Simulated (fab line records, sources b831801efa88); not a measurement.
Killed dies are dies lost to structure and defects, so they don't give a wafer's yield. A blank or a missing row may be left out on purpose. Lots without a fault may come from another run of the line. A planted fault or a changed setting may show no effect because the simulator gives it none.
A struck lot beside a sound one | flow sky130 | 15 steps out of a route of 708
Sound: wafers L432.1, L432.5, L432.6. Struck: wafers L442.1, L442.2, L442.3. The cause comes at the end.
At each step with rows: each side's tool, then ch and its chambers, then its first start. Under that, the readings that differ: sound wafers | struck wafers | difference of the means | sigmas: that difference in standard deviations of wafers without a fault.
alike: readings whose means differ by less than 2 such deviations, and words and numbers that are the same on both sides. not compared: withheld readings, readings that some wafer has no value for, bounds like >300 that may hide the same value, and numbers for which the record gives no deviation and whose values overlap.
The two part at a step that has a row with sigmas, a row that says differs or no value, or rows on one side only. Numbers that don't overlap but have no deviation are shown without sigmas and don't part them. A reading that every wafer of one side lacks parts them only if that side has two wafers or more.

first, 7 steps without rows for these wafers: SKY_LDD_LDN_DEHYDRATE_00 (time 60 s); SKY_LDD_LDN_HMDS_01 (prime time 60 s); SKY_LDD_LDN_COAT_02 (resist thk 1140 nm); SKY_LDD_LDN_SOFTBAKE_03 (time 60 s); SKY_LDD_LDN_EXPOSE_04 (exposes mask LDNTM, target cd 700 nm); SKY_LDD_LDN_PEB_05; SKY_LDD_LDN_DEVELOP_06 (develop time 60 s).
SKY_LDD_LDN_OVL_MEAS_07:
  sound on overlay-02, day 27 19:11; struck on overlay-02, day 30 02:47
  alike: LDD_LDN_OVL
then, 4 steps without rows for these wafers: SKY_LDD_LDN_IMPLANT_08; SKY_LDD_LDN_IMPLANT_09; SKY_LDD_LDN_IMPLANT_10; SKY_LDD_LDN_IMPLANT_11.
SKY_LDD_LDN_STRIP_12: strips in O2/N2.
  sound on plasma_asher-01 ch 0,1, day 27 19:49; struck on plasma_asher-02 ch 0,1, day 30 03:25
  no value came back on the struck wafers for any of 5 readings (chamber_pressure_mTorr (mTorr), drypump_motor_current_A (A) and others); on the sound wafers chamber_pressure_mTorr (mTorr) reads 1500.2 1501.6 1502.9
  reading                                      | sound | struck         | difference | sigmas
  model.NOVOLAK_of_LDD_LDN_COAT_02.thk_nm (nm) | 0 0 0 | 1138 1138 1138 | +1138      |
  not compared: rf_hours_counter_h
SKY_LDD_LDN_TW_MEAS_13:
  sound on film_metro-04, day 27 19:55; struck on film_metro-04, day 30 03:31
  alike: LDD_LDN_TW
-- the record jumps here: 21 days lie between the struck wafers' starts before and after (it left off in module LDD_LDN and takes up again in module PAD_OPEN, whose first step shown is number 708 of the route) --
SKY_PAD_OPEN_PROBE_99:
  sound on prober-02, day 49 03:23; struck on prober-01, day 50 16:02
  reading             | sound    | struck      | difference | sigmas
  killed_at_front_end | 16 12 11 | 425 423 430 | +413       | +98
  killed_dies         | 88 77 89 | 492 492 492 | +407       | +43
  killed_on_rim       | 16 16 17 | 96 96 96    | +80        | +21
  alike: killed_at_M0_to_M3, killed_at_M4_up, killed_at_contacts, killed_at_other, killed_open, killed_short

WHERE THEY PART
First at SKY_LDD_LDN_STRIP_12; last, within this record, at SKY_PAD_OPEN_PROBE_99.

WHY: what the simulator had put in
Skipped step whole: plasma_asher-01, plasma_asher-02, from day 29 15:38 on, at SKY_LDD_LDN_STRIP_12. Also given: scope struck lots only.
